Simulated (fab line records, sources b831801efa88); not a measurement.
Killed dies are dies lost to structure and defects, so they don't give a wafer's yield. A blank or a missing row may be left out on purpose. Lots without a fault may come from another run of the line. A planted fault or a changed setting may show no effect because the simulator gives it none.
Problem report in the 8D (eight disciplines) form, filled by code | flow gf180mcu | the parts of the form that need people (team, actions taken, sign-off) are left out

1. THE PROBLEM
SAB_CVD_00_THK at GF_SAB_THK_MEAS_01 reads a mean of 63.6 nm on 3 wafers of 2 lots; wafers without a fault read 49.9 nm with a standard deviation of 0.72. That is +19 standard deviations from the usual mean.
First seen on wafer L322.5, day 16 15:26, on film_metro-03. The record holds 39 wafers of 13 lots with a number at this step. Rule for "out", or "out of limits": more than 4 standard deviations from the usual mean. The other wafers with a number count as sound.

2. WHAT IT IS AND WHAT IT IS NOT
question                    | is                           | is not
which readings at this step | SAB_CVD_00_THK               | -
which lots                  | L322, L326                   | L315, L316, L317, L319, L323, L324, L330, L332, L334, L335, L337
which wafers of those lots  | L322.5, L326.5, L326.6       | L322.1, L322.2, L326.4
read on which gauges        | film_metro-02, film_metro-03 | film_metro-04
when                        | from day 16 15:26            | up to then (14 sound wafers); but 22 sound wafers of L323, L324, L326, L330, L332, L334, L335, L337 came after

3. SUSPECTS, AND WHAT RULES EACH OUT
Counting: a tool at a process step up to the reading stays a suspect if it ran every lot that is out. Sound lots after the first of them don't rule it out here, since some wafers of a struck lot are sound.
- the gauge at GF_SAB_THK_MEAS_01: ruled out. The wafers that are out were read on 2 gauges (film_metro-02, film_metro-03).
- pecvd-01 at GF_SAB_CVD_00 (deposits SiO2 from TEOS, target thk 50 nm, time 4.9302 s): kept. It ran every lot that is out, first L322 (day 16 15:25); its last sound lot up to then is L317 (day 14 16:54).
Left after counting: pecvd-01 at GF_SAB_CVD_00.

4. THE CAUSE (what the simulator had put in)
Process parameter drift: pecvd-01, from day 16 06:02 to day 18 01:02, at GF_SAB_CVD_00. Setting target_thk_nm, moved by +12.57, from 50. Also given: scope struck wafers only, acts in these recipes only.
Counting left only this tool.

5. THE CHAIN OF EFFECTS, in route order
Each row: a reading whose mean over the struck wafers that have a number lies more than 3 standard deviations from the usual. Only readings for which the record gives a usual standard deviation are gone through. hours: the time from each lot's start at the first step in this table that gives one to its start at this step, as a median over the lots. sigmas: the change in usual standard deviations.
hours | step               | reading        | usual   | on struck wafers | change | sigmas
0     | GF_SAB_THK_MEAS_01 | SAB_CVD_00_THK | 49.9 nm | 63.6             | +13.7  | +19

6. WHAT WOULD HAVE CAUGHT IT SOONER
In this record the first reading out of limits at a measuring or inspecting step was taken at day 16 15:26, 9 hours after the fault began at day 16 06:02.
Of the tool readings at GF_SAB_CVD_00 for which the record gives a usual standard deviation, none was out on any struck wafer, so an alarm limit of 4 standard deviations on them would not have fired.
Of the lots that are out (2), L326 began GF_SAB_CVD_00 on pecvd-01 after day 16 15:26. A hold on the tool at that time would have spared it.
